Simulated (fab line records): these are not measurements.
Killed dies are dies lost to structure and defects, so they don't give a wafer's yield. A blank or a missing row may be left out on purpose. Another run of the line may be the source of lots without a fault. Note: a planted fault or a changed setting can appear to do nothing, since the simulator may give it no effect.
fab line records / flow sky130
[record] lots = 13 wafers = 39 last_day = 50
route steps=708 shown METAL2@499 VIA2@527 PAD_OPEN@708
lots with no fault: from the same line, run without faults
start_h: hours from the record's first day to the start of the lot's first wafer shown / wait_h: time in hours since the lot's previous step / " same as the row above / L1.1+2: a single row standing in for several wafers / - no value, or no start was given / * or withheld: withheld / < > ~ a bound
route shown NAME@n: NAME is a module with steps in the file, n the number in the route of the first one / usual: the fault-free wafers' mean and standard deviation / same: alike in all rows / chamber/n: place in a boat / sites: the reading at each site / _std_site: their standard deviation / _edge_site: outer sites' mean less inner sites' / radius_mm: for every site, how far away it sits from the centre of the wafer / mask NAME#n: copy n / behind: the last tool/chamber to shape the wafer / hold: why the lot was held/for how many hours/how that ended / device: names the non-switching transistor (n, p or np) / end of line: the tests these same wafers got at the end of their route / where a step has no rows: the recipe by itself / killed: count of dies lost to structure and defects at first sort (not the wafer's yield) / map: shows each die of a wafer: x if killed, . if not, _ if none is there
set.NAME: the run value of the setting; set.NAME@STEP: its run value at that earlier step / model.NAME: the simulator's own value behind a step, which no gauge read
steps of the route over a sample of lots; a table a step, a row a wafer
services: the hour from which a tool's chamber was out of use, counted from the record's first day as start_h (under 0 if before that day), plus the number of hours and why
[[steps]]
[step SKY_METAL2_OVL_MEAS_16]
[usual] METAL2_OVL = 4/6
lot.wafer=L121.1 tool=overlay-02 chamber=- start_h=819.13 wait_h=0.1 METAL2_OVL[nm]=-6
lot.wafer=L121.3 tool=overlay-02 chamber=- start_h=819.13 wait_h=0.1 METAL2_OVL[nm]=-11
lot.wafer=L121.4 tool=overlay-02 chamber=- start_h=819.13 wait_h=0.1 METAL2_OVL[nm]=1
lot.wafer=L122.1 tool=overlay-01 chamber=- start_h=822.02 wait_h=0.1 METAL2_OVL[nm]=8
lot.wafer=L122.4 tool=overlay-01 chamber=- start_h=822.02 wait_h=0.1 METAL2_OVL[nm]=8
lot.wafer=L122.6 tool=overlay-01 chamber=- start_h=822.02 wait_h=0.1 METAL2_OVL[nm]=10
lot.wafer=L123.1 tool=overlay-01 chamber=- start_h=827.07 wait_h=0.1 METAL2_OVL[nm]=5
lot.wafer=L123.3 tool=overlay-01 chamber=- start_h=827.07 wait_h=0.1 METAL2_OVL[nm]=3
lot.wafer=L123.6 tool=overlay-01 chamber=- start_h=827.07 wait_h=0.1 METAL2_OVL[nm]=3
lot.wafer=L124.1 tool=overlay-01 chamber=- start_h=844.32 wait_h=0.1 METAL2_OVL[nm]=3
lot.wafer=L124.5 tool=overlay-01 chamber=- start_h=844.32 wait_h=0.1 METAL2_OVL[nm]=4
lot.wafer=L124.6 tool=overlay-01 chamber=- start_h=844.32 wait_h=0.1 METAL2_OVL[nm]=12
lot.wafer=L128.1 tool=overlay-01 chamber=- start_h=876.58 wait_h=0.1 METAL2_OVL[nm]=-2
lot.wafer=L128.3 tool=overlay-01 chamber=- start_h=876.58 wait_h=0.1 METAL2_OVL[nm]=7
lot.wafer=L128.6 tool=overlay-01 chamber=- start_h=876.58 wait_h=0.1 METAL2_OVL[nm]=9
lot.wafer=L129.1 tool=overlay-02 chamber=- start_h=885.32 wait_h=0.1 METAL2_OVL[nm]=0
lot.wafer=L129.4 tool=overlay-02 chamber=- start_h=885.32 wait_h=0.1 METAL2_OVL[nm]=2
lot.wafer=L129.5 tool=overlay-02 chamber=- start_h=885.32 wait_h=0.1 METAL2_OVL[nm]=3
lot.wafer=L135.3 tool=overlay-02 chamber=- start_h=927.38 wait_h=0.1 METAL2_OVL[nm]=-3
lot.wafer=L135.4 tool=overlay-02 chamber=- start_h=927.38 wait_h=0.1 METAL2_OVL[nm]=-1
lot.wafer=L135.6 tool=overlay-02 chamber=- start_h=927.38 wait_h=0.1 METAL2_OVL[nm]=-5
lot.wafer=L136.1 tool=overlay-02 chamber=- start_h=942.52 wait_h=0.1 METAL2_OVL[nm]=4
lot.wafer=L136.3 tool=overlay-02 chamber=- start_h=942.52 wait_h=0.1 METAL2_OVL[nm]=8
lot.wafer=L136.5 tool=overlay-02 chamber=- start_h=942.52 wait_h=0.1 METAL2_OVL[nm]=3
lot.wafer=L137.3 tool=overlay-01 chamber=- start_h=948.15 wait_h=0.1 METAL2_OVL[nm]=7
lot.wafer=L137.5 tool=overlay-01 chamber=- start_h=948.15 wait_h=0.1 METAL2_OVL[nm]=11
lot.wafer=L137.6 tool=overlay-01 chamber=- start_h=948.15 wait_h=0.1 METAL2_OVL[nm]=-1
lot.wafer=L140.1 tool=overlay-01 chamber=- start_h=963.97 wait_h=0.1 METAL2_OVL[nm]=4
lot.wafer=L140.4 tool=overlay-01 chamber=- start_h=963.97 wait_h=0.1 METAL2_OVL[nm]=-5
lot.wafer=L140.5 tool=overlay-01 chamber=- start_h=963.97 wait_h=0.1 METAL2_OVL[nm]=3
lot.wafer=L142.2 tool=overlay-01 chamber=- start_h=967.74 wait_h=0.1 METAL2_OVL[nm]=-10
lot.wafer=L142.4 tool=overlay-01 chamber=- start_h=967.74 wait_h=0.1 METAL2_OVL[nm]=-8
lot.wafer=L142.5 tool=overlay-01 chamber=- start_h=967.74 wait_h=0.1 METAL2_OVL[nm]=-8
lot.wafer=L143.1 tool=overlay-01 chamber=- start_h=977.34 wait_h=0.1 METAL2_OVL[nm]=6
lot.wafer=L143.2 tool=overlay-01 chamber=- start_h=977.34 wait_h=0.1 METAL2_OVL[nm]=7
lot.wafer=L143.4 tool=overlay-01 chamber=- start_h=977.34 wait_h=0.1 METAL2_OVL[nm]=5
lot.wafer=L144.1 tool=overlay-01 chamber=- start_h=994.97 wait_h=0.1 METAL2_OVL[nm]=7
lot.wafer=L144.2 tool=overlay-01 chamber=- start_h=994.97 wait_h=0.1 METAL2_OVL[nm]=11
lot.wafer=L144.3 tool=overlay-01 chamber=- start_h=994.97 wait_h=0.1 METAL2_OVL[nm]=4
[step SKY_METAL2_DESCUM_17]
[recipe] chemistry = O2 source_power_w = 150 bias_power_w = 0 pressure_mtorr = 10 temp_c = 40 time_s = 8
[usual] drypump_motor_current_A = 5.7/0.37 oes_product_au = 0.997/0.015
lot.wafer=L121.1 tool=rie_metal-01 chamber=0 start_h=819.17 wait_h=0.0 drypump_motor_current_A=4.8 oes_product_au=1.011 rf_hours_counter_h=14
lot.wafer=L121.3 tool=rie_metal-01 chamber=0 start_h=819.17 wait_h=0.0 drypump_motor_current_A=4.9 oes_product_au=1.016 rf_hours_counter_h=-
lot.wafer=L121.4 tool=rie_metal-01 chamber=1 start_h=819.17 wait_h=0.0 drypump_motor_current_A=6.0 oes_product_au=1.020 rf_hours_counter_h=-
lot.wafer=L122.1 tool=rie_metal-03 chamber=0 start_h=822.05 wait_h=0.0 drypump_motor_current_A=5.9 oes_product_au=1.009 rf_hours_counter_h=8
lot.wafer=L122.4 tool=rie_metal-03 chamber=1 start_h=822.05 wait_h=0.0 drypump_motor_current_A=5.4 oes_product_au=0.985 rf_hours_counter_h=-
lot.wafer=L122.6 tool=rie_metal-03 chamber=0 start_h=822.05 wait_h=0.0 drypump_motor_current_A=5.9 oes_product_au=1.011 rf_hours_counter_h=-
lot.wafer=L123.1 tool=rie_metal-04 chamber=0 start_h=827.10 wait_h=0.0 drypump_motor_current_A=5.9 oes_product_au=0.989 rf_hours_counter_h=8
lot.wafer=L123.3 tool=rie_metal-04 chamber=0 start_h=827.10 wait_h=0.0 drypump_motor_current_A=5.9 oes_product_au=0.980 rf_hours_counter_h=-
lot.wafer=L123.6 tool=rie_metal-04 chamber=0 start_h=827.10 wait_h=0.0 drypump_motor_current_A=5.9 oes_product_au=0.981 rf_hours_counter_h=-
lot.wafer=L124.1 tool=rie_metal-04 chamber=0 start_h=844.35 wait_h=0.0 drypump_motor_current_A=5.9 oes_product_au=0.990 rf_hours_counter_h=9
lot.wafer=L124.5 tool=rie_metal-04 chamber=0 start_h=844.35 wait_h=0.0 drypump_motor_current_A=5.9 oes_product_au=0.985 rf_hours_counter_h=-
lot.wafer=L124.6 tool=rie_metal-04 chamber=1 start_h=844.35 wait_h=0.0 drypump_motor_current_A=5.8 oes_product_au=0.991 rf_hours_counter_h=-
lot.wafer=L128.1 tool=rie_metal-04 chamber=0 start_h=876.62 wait_h=0.0 drypump_motor_current_A=5.9 oes_product_au=0.984 rf_hours_counter_h=10
lot.wafer=L128.3 tool=rie_metal-04 chamber=0 start_h=876.62 wait_h=0.0 drypump_motor_current_A=5.9 oes_product_au=0.992 rf_hours_counter_h=-
lot.wafer=L128.6 tool=rie_metal-04 chamber=1 start_h=876.62 wait_h=0.0 drypump_motor_current_A=5.8 oes_product_au=0.994 rf_hours_counter_h=-
lot.wafer=L129.1 tool=rie_metal-03 chamber=0 start_h=885.35 wait_h=0.0 drypump_motor_current_A=5.9 oes_product_au=1.009 rf_hours_counter_h=11
lot.wafer=L129.4 tool=rie_metal-03 chamber=0 start_h=885.35 wait_h=0.0 drypump_motor_current_A=5.9 oes_product_au=1.015 rf_hours_counter_h=-
lot.wafer=L129.5 tool=rie_metal-03 chamber=0 start_h=885.35 wait_h=0.0 drypump_motor_current_A=5.9 oes_product_au=1.008 rf_hours_counter_h=-
lot.wafer=L135.3 tool=rie_metal-04 chamber=0 start_h=927.41 wait_h=0.0 drypump_motor_current_A=5.9 oes_product_au=0.973 rf_hours_counter_h=-
lot.wafer=L135.4 tool=rie_metal-04 chamber=1 start_h=927.41 wait_h=0.0 drypump_motor_current_A=5.8 oes_product_au=0.995 rf_hours_counter_h=-
lot.wafer=L135.6 tool=rie_metal-04 chamber=0 start_h=927.41 wait_h=0.0 drypump_motor_current_A=5.9 oes_product_au=0.975 rf_hours_counter_h=-
lot.wafer=L136.1 tool=rie_metal-04 chamber=0 start_h=942.55 wait_h=0.0 drypump_motor_current_A=5.9 oes_product_au=0.966 rf_hours_counter_h=13
lot.wafer=L136.3 tool=rie_metal-04 chamber=1 start_h=942.55 wait_h=0.0 drypump_motor_current_A=5.8 oes_product_au=0.992 rf_hours_counter_h=-
lot.wafer=L136.5 tool=rie_metal-04 chamber=1 start_h=942.55 wait_h=0.0 drypump_motor_current_A=5.8 oes_product_au=0.998 rf_hours_counter_h=-
lot.wafer=L137.3 tool=rie_metal-03 chamber=0 start_h=948.18 wait_h=0.0 drypump_motor_current_A=5.9 oes_product_au=0.999 rf_hours_counter_h=-
lot.wafer=L137.5 tool=rie_metal-03 chamber=1 start_h=948.18 wait_h=0.0 drypump_motor_current_A=5.5 oes_product_au=0.966 rf_hours_counter_h=-
lot.wafer=L137.6 tool=rie_metal-03 chamber=0 start_h=948.18 wait_h=0.0 drypump_motor_current_A=5.9 oes_product_au=1.000 rf_hours_counter_h=-
lot.wafer=L140.1 tool=rie_metal-03 chamber=0 start_h=964.00 wait_h=0.0 drypump_motor_current_A=5.9 oes_product_au=0.998 rf_hours_counter_h=15
lot.wafer=L140.4 tool=rie_metal-03 chamber=0 start_h=964.00 wait_h=0.0 drypump_motor_current_A=5.9 oes_product_au=1.009 rf_hours_counter_h=-
lot.wafer=L140.5 tool=rie_metal-03 chamber=1 start_h=964.00 wait_h=0.0 drypump_motor_current_A=5.4 oes_product_au=0.974 rf_hours_counter_h=-
lot.wafer=L142.2 tool=rie_metal-04 chamber=0 start_h=967.77 wait_h=0.0 drypump_motor_current_A=5.9 oes_product_au=0.988 rf_hours_counter_h=15
lot.wafer=L142.4 tool=rie_metal-04 chamber=0 start_h=967.77 wait_h=0.0 drypump_motor_current_A=5.9 oes_product_au=0.985 rf_hours_counter_h=-
lot.wafer=L142.5 tool=rie_metal-04 chamber=0 start_h=967.77 wait_h=0.0 drypump_motor_current_A=5.9 oes_product_au=0.973 rf_hours_counter_h=-
lot.wafer=L143.1 tool=rie_metal-04 chamber=1 start_h=977.38 wait_h=0.0 drypump_motor_current_A=5.8 oes_product_au=1.014 rf_hours_counter_h=16
lot.wafer=L143.2 tool=rie_metal-04 chamber=0 start_h=977.38 wait_h=0.0 drypump_motor_current_A=5.9 oes_product_au=0.976 rf_hours_counter_h=15
lot.wafer=L143.4 tool=rie_metal-04 chamber=1 start_h=977.38 wait_h=0.0 drypump_motor_current_A=5.8 oes_product_au=1.011 rf_hours_counter_h=-
lot.wafer=L144.1 tool=rie_metal-04 chamber=0 start_h=995.00 wait_h=0.0 drypump_motor_current_A=5.9 oes_product_au=0.976 rf_hours_counter_h=16
lot.wafer=L144.2 tool=rie_metal-04 chamber=1 start_h=995.00 wait_h=0.0 drypump_motor_current_A=5.7 oes_product_au=0.997 rf_hours_counter_h=16
lot.wafer=L144.3 tool=rie_metal-04 chamber=0 start_h=995.00 wait_h=0.0 drypump_motor_current_A=5.9 oes_product_au=0.972 rf_hours_counter_h=-
[step SKY_VIA2_SPUTTER_20]
[recipe] material = TiN target_thk_nm = 20 chamber_pressure_pa = 5 power_w = 4000 time_s = 80
[usual] cathode_dc_power_W = 4000.1/0.7 throttle_valve_pct = 30.2/0.72
lot.wafer=L121.1 tool=pvd_sputter-04 chamber=- start_h=847.49 wait_h=0.0 cathode_dc_power_W=4000.7 throttle_valve_pct=30.4
lot.wafer=L121.3 tool=pvd_sputter-04 chamber=- start_h=847.49 wait_h=0.0 cathode_dc_power_W=3999.8 throttle_valve_pct=31.3
lot.wafer=L121.4 tool=pvd_sputter-04 chamber=- start_h=847.49 wait_h=0.0 cathode_dc_power_W=4000.5 throttle_valve_pct=29.9
lot.wafer=L122.1 tool=pvd_sputter-02 chamber=- start_h=850.13 wait_h=0.0 cathode_dc_power_W=4000.0 throttle_valve_pct=30.6
lot.wafer=L122.4 tool=pvd_sputter-02 chamber=- start_h=850.13 wait_h=0.0 cathode_dc_power_W=3999.5 throttle_valve_pct=28.6
lot.wafer=L122.6 tool=pvd_sputter-02 chamber=- start_h=850.13 wait_h=0.0 cathode_dc_power_W=3999.9 throttle_valve_pct=29.1
lot.wafer=L123.1 tool=pvd_sputter-03 chamber=- start_h=855.30 wait_h=0.0 cathode_dc_power_W=3999.9 throttle_valve_pct=29.9
lot.wafer=L123.3 tool=pvd_sputter-03 chamber=- start_h=855.30 wait_h=0.0 cathode_dc_power_W=4000.3 throttle_valve_pct=30.7
lot.wafer=L123.6 tool=pvd_sputter-03 chamber=- start_h=855.30 wait_h=0.0 cathode_dc_power_W=4000.7 throttle_valve_pct=30.9
lot.wafer=L124.1 tool=pvd_sputter-04 chamber=- start_h=872.98 wait_h=0.0 cathode_dc_power_W=3999.9 throttle_valve_pct=30.3
lot.wafer=L124.5 tool=pvd_sputter-04 chamber=- start_h=872.98 wait_h=0.0 cathode_dc_power_W=4000.1 throttle_valve_pct=31.2
lot.wafer=L124.6 tool=pvd_sputter-04 chamber=- start_h=872.98 wait_h=0.0 cathode_dc_power_W=4000.2 throttle_valve_pct=29.6
lot.wafer=L128.1 tool=pvd_sputter-03 chamber=- start_h=903.65 wait_h=0.0 cathode_dc_power_W=4177.3 throttle_valve_pct=29.9
lot.wafer=L128.3 tool=pvd_sputter-03 chamber=- start_h=903.65 wait_h=0.0 cathode_dc_power_W=4177.5 throttle_valve_pct=30.7
lot.wafer=L128.6 tool=pvd_sputter-03 chamber=- start_h=903.65 wait_h=0.0 cathode_dc_power_W=4176.5 throttle_valve_pct=30.4
lot.wafer=L129.1 tool=pvd_sputter-03 chamber=- start_h=912.10 wait_h=0.0 cathode_dc_power_W=4176.4 throttle_valve_pct=29.9
lot.wafer=L129.4 tool=pvd_sputter-03 chamber=- start_h=912.10 wait_h=0.0 cathode_dc_power_W=4176.8 throttle_valve_pct=30.7
lot.wafer=L129.5 tool=pvd_sputter-03 chamber=- start_h=912.10 wait_h=0.0 cathode_dc_power_W=4176.4 throttle_valve_pct=30.6
lot.wafer=L135.3 tool=pvd_sputter-02 chamber=- start_h=953.88 wait_h=0.0 cathode_dc_power_W=4000.4 throttle_valve_pct=28.8
lot.wafer=L135.4 tool=pvd_sputter-02 chamber=- start_h=953.88 wait_h=0.0 cathode_dc_power_W=3998.8 throttle_valve_pct=29.0
lot.wafer=L135.6 tool=pvd_sputter-02 chamber=- start_h=953.88 wait_h=0.0 cathode_dc_power_W=4000.4 throttle_valve_pct=28.8
lot.wafer=L136.1 tool=pvd_sputter-03 chamber=- start_h=969.06 wait_h=0.0 cathode_dc_power_W=3999.8 throttle_valve_pct=30.6
lot.wafer=L136.3 tool=pvd_sputter-03 chamber=- start_h=969.06 wait_h=0.0 cathode_dc_power_W=3999.7 throttle_valve_pct=29.7
lot.wafer=L136.5 tool=pvd_sputter-03 chamber=- start_h=969.06 wait_h=0.0 cathode_dc_power_W=4000.3 throttle_valve_pct=30.6
lot.wafer=L137.3 tool=pvd_sputter-03 chamber=- start_h=974.54 wait_h=0.0 cathode_dc_power_W=3999.9 throttle_valve_pct=30.6
lot.wafer=L137.5 tool=pvd_sputter-03 chamber=- start_h=974.54 wait_h=0.0 cathode_dc_power_W=4001.6 throttle_valve_pct=30.6
lot.wafer=L137.6 tool=pvd_sputter-03 chamber=- start_h=974.54 wait_h=0.0 cathode_dc_power_W=3999.8 throttle_valve_pct=30.7
lot.wafer=L140.1 tool=pvd_sputter-02 chamber=- start_h=989.50 wait_h=0.0 cathode_dc_power_W=3998.3 throttle_valve_pct=29.0
lot.wafer=L140.4 tool=pvd_sputter-02 chamber=- start_h=989.50 wait_h=0.0 cathode_dc_power_W=4000.7 throttle_valve_pct=28.7
lot.wafer=L140.5 tool=pvd_sputter-02 chamber=- start_h=989.50 wait_h=0.0 cathode_dc_power_W=4000.3 throttle_valve_pct=28.8
lot.wafer=L142.2 tool=pvd_sputter-03 chamber=- start_h=992.88 wait_h=0.0 cathode_dc_power_W=3999.8 throttle_valve_pct=29.8
lot.wafer=L142.4 tool=pvd_sputter-03 chamber=- start_h=992.88 wait_h=0.0 cathode_dc_power_W=3999.0 throttle_valve_pct=30.6
lot.wafer=L142.5 tool=pvd_sputter-03 chamber=- start_h=992.88 wait_h=0.0 cathode_dc_power_W=4000.4 throttle_valve_pct=29.7
lot.wafer=L143.1 tool=pvd_sputter-04 chamber=- start_h=1003.39 wait_h=0.0 cathode_dc_power_W=3999.9 throttle_valve_pct=31.3
lot.wafer=L143.2 tool=pvd_sputter-04 chamber=- start_h=1003.39 wait_h=0.0 cathode_dc_power_W=4000.7 throttle_valve_pct=31.1
lot.wafer=L143.4 tool=pvd_sputter-04 chamber=- start_h=1003.39 wait_h=0.0 cathode_dc_power_W=4000.2 throttle_valve_pct=29.7
lot.wafer=L144.1 tool=pvd_sputter-03 chamber=- start_h=1020.57 wait_h=0.0 cathode_dc_power_W=3999.9 throttle_valve_pct=30.0
lot.wafer=L144.2 tool=pvd_sputter-03 chamber=- start_h=1020.57 wait_h=0.0 cathode_dc_power_W=3999.2 throttle_valve_pct=30.3
lot.wafer=L144.3 tool=pvd_sputter-03 chamber=- start_h=1020.57 wait_h=0.0 cathode_dc_power_W=4000.2 throttle_valve_pct=29.7
[step SKY_VIA2_RS_MEAS_22]
[recipe] thk_meas_gauge = four-point-probe reads = W_of_VIA2_CVD_21+TiN_of_VIA2_SPUTTER_20
[usual] VIA2_W_RS = 0.2714/0.0029
lot.wafer=L121.1 tool=film_metro-02 chamber=- start_h=847.68 wait_h=0.1 VIA2_W_RS[ohm/sq]=0.2730
lot.wafer=L121.3 tool=film_metro-02 chamber=- start_h=847.68 wait_h=0.1 VIA2_W_RS[ohm/sq]=0.2705
lot.wafer=L121.4 tool=film_metro-02 chamber=- start_h=847.68 wait_h=0.1 VIA2_W_RS[ohm/sq]=0.2737
lot.wafer=L122.1 tool=film_metro-03 chamber=- start_h=850.32 wait_h=0.1 VIA2_W_RS[ohm/sq]=0.2733
lot.wafer=L122.4 tool=film_metro-03 chamber=- start_h=850.32 wait_h=0.1 VIA2_W_RS[ohm/sq]=0.2735
lot.wafer=L122.6 tool=film_metro-03 chamber=- start_h=850.32 wait_h=0.1 VIA2_W_RS[ohm/sq]=0.2693
lot.wafer=L123.1 tool=film_metro-01 chamber=- start_h=855.62 wait_h=0.2 VIA2_W_RS[ohm/sq]=0.2663
lot.wafer=L123.3 tool=film_metro-01 chamber=- start_h=855.62 wait_h=0.2 VIA2_W_RS[ohm/sq]=0.2665
lot.wafer=L123.6 tool=film_metro-01 chamber=- start_h=855.62 wait_h=0.2 VIA2_W_RS[ohm/sq]=0.2703
lot.wafer=L124.1 tool=film_metro-02 chamber=- start_h=873.17 wait_h=0.1 VIA2_W_RS[ohm/sq]=0.2708
lot.wafer=L124.5 tool=film_metro-02 chamber=- start_h=873.17 wait_h=0.1 VIA2_W_RS[ohm/sq]=0.2711
lot.wafer=L124.6 tool=film_metro-02 chamber=- start_h=873.17 wait_h=0.1 VIA2_W_RS[ohm/sq]=0.2686
lot.wafer=L128.1 tool=film_metro-02 chamber=- start_h=903.89 wait_h=0.1 VIA2_W_RS[ohm/sq]=0.2737
lot.wafer=L128.3 tool=film_metro-02 chamber=- start_h=903.89 wait_h=0.1 VIA2_W_RS[ohm/sq]=0.2741
lot.wafer=L128.6 tool=film_metro-02 chamber=- start_h=903.89 wait_h=0.1 VIA2_W_RS[ohm/sq]=0.2768
lot.wafer=L129.1 tool=film_metro-02 chamber=- start_h=912.30 wait_h=0.1 VIA2_W_RS[ohm/sq]=0.2707
lot.wafer=L129.4 tool=film_metro-02 chamber=- start_h=912.30 wait_h=0.1 VIA2_W_RS[ohm/sq]=0.2727
lot.wafer=L129.5 tool=film_metro-02 chamber=- start_h=912.30 wait_h=0.1 VIA2_W_RS[ohm/sq]=0.2674
lot.wafer=L135.3 tool=film_metro-02 chamber=- start_h=954.11 wait_h=0.1 VIA2_W_RS[ohm/sq]=0.2729
lot.wafer=L135.4 tool=film_metro-02 chamber=- start_h=954.11 wait_h=0.1 VIA2_W_RS[ohm/sq]=0.2741
lot.wafer=L135.6 tool=film_metro-02 chamber=- start_h=954.11 wait_h=0.1 VIA2_W_RS[ohm/sq]=0.2772
lot.wafer=L136.1 tool=film_metro-01 chamber=- start_h=969.25 wait_h=0.1 VIA2_W_RS[ohm/sq]=0.2691
lot.wafer=L136.3 tool=film_metro-01 chamber=- start_h=969.25 wait_h=0.1 VIA2_W_RS[ohm/sq]=0.2685
lot.wafer=L136.5 tool=film_metro-01 chamber=- start_h=969.25 wait_h=0.1 VIA2_W_RS[ohm/sq]=0.2689
lot.wafer=L137.3 tool=film_metro-02 chamber=- start_h=974.77 wait_h=0.1 VIA2_W_RS[ohm/sq]=0.2718
lot.wafer=L137.5 tool=film_metro-02 chamber=- start_h=974.77 wait_h=0.1 VIA2_W_RS[ohm/sq]=0.2679
lot.wafer=L137.6 tool=film_metro-02 chamber=- start_h=974.77 wait_h=0.1 VIA2_W_RS[ohm/sq]=0.2744
lot.wafer=L140.1 tool=film_metro-03 chamber=- start_h=989.69 wait_h=0.1 VIA2_W_RS[ohm/sq]=0.2731
lot.wafer=L140.4 tool=film_metro-03 chamber=- start_h=989.69 wait_h=0.1 VIA2_W_RS[ohm/sq]=0.2703
lot.wafer=L140.5 tool=film_metro-03 chamber=- start_h=989.69 wait_h=0.1 VIA2_W_RS[ohm/sq]=0.2726
lot.wafer=L142.2 tool=film_metro-01 chamber=- start_h=993.10 wait_h=0.1 VIA2_W_RS[ohm/sq]=0.2712
lot.wafer=L142.4 tool=film_metro-01 chamber=- start_h=993.10 wait_h=0.1 VIA2_W_RS[ohm/sq]=0.2718
lot.wafer=L142.5 tool=film_metro-01 chamber=- start_h=993.10 wait_h=0.1 VIA2_W_RS[ohm/sq]=0.2710
lot.wafer=L143.1 tool=film_metro-02 chamber=- start_h=1003.58 wait_h=0.1 VIA2_W_RS[ohm/sq]=0.2784
lot.wafer=L143.2 tool=film_metro-02 chamber=- start_h=1003.58 wait_h=0.1 VIA2_W_RS[ohm/sq]=0.2727
lot.wafer=L143.4 tool=film_metro-02 chamber=- start_h=1003.58 wait_h=0.1 VIA2_W_RS[ohm/sq]=0.2702
lot.wafer=L144.1 tool=film_metro-03 chamber=- start_h=1020.76 wait_h=0.1 VIA2_W_RS[ohm/sq]=0.2712
lot.wafer=L144.2 tool=film_metro-03 chamber=- start_h=1020.76 wait_h=0.1 VIA2_W_RS[ohm/sq]=0.2729
lot.wafer=L144.3 tool=film_metro-03 chamber=- start_h=1020.76 wait_h=0.1 VIA2_W_RS[ohm/sq]=0.2722
[step SKY_PAD_OPEN_PROBE_99]
[usual] defect_limited_yield = 82.4/1.9 killed_at_M0_to_M3 = 44/7.2 killed_at_M4_up = 3.1/1.8 killed_at_contacts = 25/5.2 killed_at_front_end = 15/3.9 killed_at_other = 0.2/0.5 killed_dies = 86/9.5 killed_open = 47/7.3 killed_short = 40/6 sort_bin_3_pad_short = 0.8/0.44 sort_bin_5_function = 10.4/1.5 sort_bin_6_memory = 6.3/1.1 sort_n_pass = 406/9.5 sort_yield_pct = 82.4/1.9
[same] gross_dies = 492 killed_at_back_side = 0 sort_bin_4_leakage[%] = 0 sort_bin_8_speed[%] = 0
lot.wafer=L128.1 tool=prober-02 chamber=- start_h=1120.13 wait_h=0.1 defect_limited_yield[%]=81.5 killed_at_M0_to_M3=45 killed_at_M4_up=4 killed_at_contacts=31 killed_at_front_end=11 killed_at_other=0 killed_dies=91 killed_open=56 killed_short=35 sort_bin_3_pad_short[%]=0.8 sort_bin_5_function[%]=10.6 sort_bin_6_memory[%]=7.1 sort_n_pass=401 sort_yield_pct[%]=81.5
lot.wafer=L128.3 tool=prober-02 chamber=- start_h=1120.23 wait_h=0.2 defect_limited_yield[%]=84.8 killed_at_M0_to_M3=30 killed_at_M4_up=10 killed_at_contacts=20 killed_at_front_end=15 killed_at_other=0 killed_dies=75 killed_open=43 killed_short=32 sort_bin_3_pad_short[%]=0.6 sort_bin_5_function[%]=9.3 sort_bin_6_memory[%]=5.3 sort_n_pass=417 sort_yield_pct[%]=84.8
lot.wafer=L128.6 tool=prober-02 chamber=- start_h=1120.38 wait_h=0.2 defect_limited_yield[%]=79.5 killed_at_M0_to_M3=45 killed_at_M4_up=7 killed_at_contacts=32 killed_at_front_end=17 killed_at_other=0 killed_dies=101 killed_open=52 killed_short=49 sort_bin_3_pad_short[%]=0.6 sort_bin_5_function[%]=10.6 sort_bin_6_memory[%]=9.3 sort_n_pass=391 sort_yield_pct[%]=79.5
// killed by level:class
L128.1 CONTACT:geometric_particle:open=13 VIA1:geometric_particle:open=9 LI_CONTACT:geometric_particle:open=8 VIA2:geometric_particle:open=8 LOCAL_INTERCONNECT:geometric_particle:short=6 VIA3:geometric_particle:open=6 FIELD_ISO:geometric_particle:open=5 METAL2:geometric_particle:short=5
L128.3 LI_CONTACT:geometric_particle:open=9 VIA1:geometric_particle:open=7 METAL4:geometric_particle:short=6 VIA2:geometric_particle:short=5 CONTACT:geometric_particle:short=4 VIA3:geometric_particle:open=4 FIELD_ISO:geometric_particle:open=3 POLY_GATE:geometric_particle:short=3
L128.6 CONTACT:geometric_particle:open=13 LI_CONTACT:geometric_particle:open=12 VIA1:geometric_particle:short=8 VIA1:geometric_particle:open=7 POLY_GATE:geometric_particle:short=6 VIA2:geometric_particle:open=6 METAL2:geometric_particle:short=6 FIELD_ISO:geometric_particle:short=4
[[services]]
tool=rie_metal-03 chamber=0 start_h=795.65 hours=12.7 kind=repair
tool=rie_metal-04 chamber=1 start_h=824.33 hours=14.4 kind=repair
tool=rie_metal-03 chamber=1 start_h=853.32 hours=9.6 kind=repair
tool=rie_metal-01 chamber=1 start_h=883.84 hours=- kind=clean
tool=rie_metal-01 chamber=1 start_h=883.84 hours=30.5 kind=scheduled_down
tool=rie_metal-01 chamber=1 start_h=883.84 hours=30.5 kind=vent_cycle
tool=pvd_sputter-04 chamber=- start_h=904.86 hours=0.8 kind=repair
tool=rie_metal-01 chamber=0 start_h=914.33 hours=- kind=clean
tool=rie_metal-01 chamber=0 start_h=914.33 hours=33.8 kind=scheduled_down
tool=rie_metal-01 chamber=0 start_h=914.33 hours=33.8 kind=vent_cycle
tool=pvd_sputter-02 chamber=- start_h=939.27 hours=0.7 kind=repair
tool=pvd_sputter-04 chamber=- start_h=959.22 hours=0.5 kind=repair
tool=pvd_sputter-03 chamber=- start_h=980.56 hours=1.7 kind=repair
tool=pvd_sputter-03 chamber=- start_h=981.29 hours=2.4 kind=repair
tool=pvd_sputter-02 chamber=- start_h=995.28 hours=26.8 kind=repair
tool=pvd_sputter-03 chamber=- start_h=1007.04 hours=9.2 kind=repair
tool=pvd_sputter-03 chamber=- start_h=1015.63 hours=1.5 kind=repair
[[key]]
[first_sign] step = SKY_VIA2_SPUTTER_20 reading = cathode_dc_power_W direction = up sigmas = 99+ usual = 4000.1 struck = 4176.8
effect none on later readings
met_at SKY_VIA2_SPUTTER_20
struck_lots L128,L129
not_acting_at SKY_METAL2_OVL_MEAS_16,SKY_METAL2_DESCUM_17,SKY_VIA2_RS_MEAS_22
onset_between 855.30 903.65
[fault] kind = process_parameter_drift tool = pvd_sputter-03 chamber = - onset_h = 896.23 steps = SKY_VIA2_SPUTTER_20 channel = power_w offset = * shape = step end_h = 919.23 acts_in = * stated = *
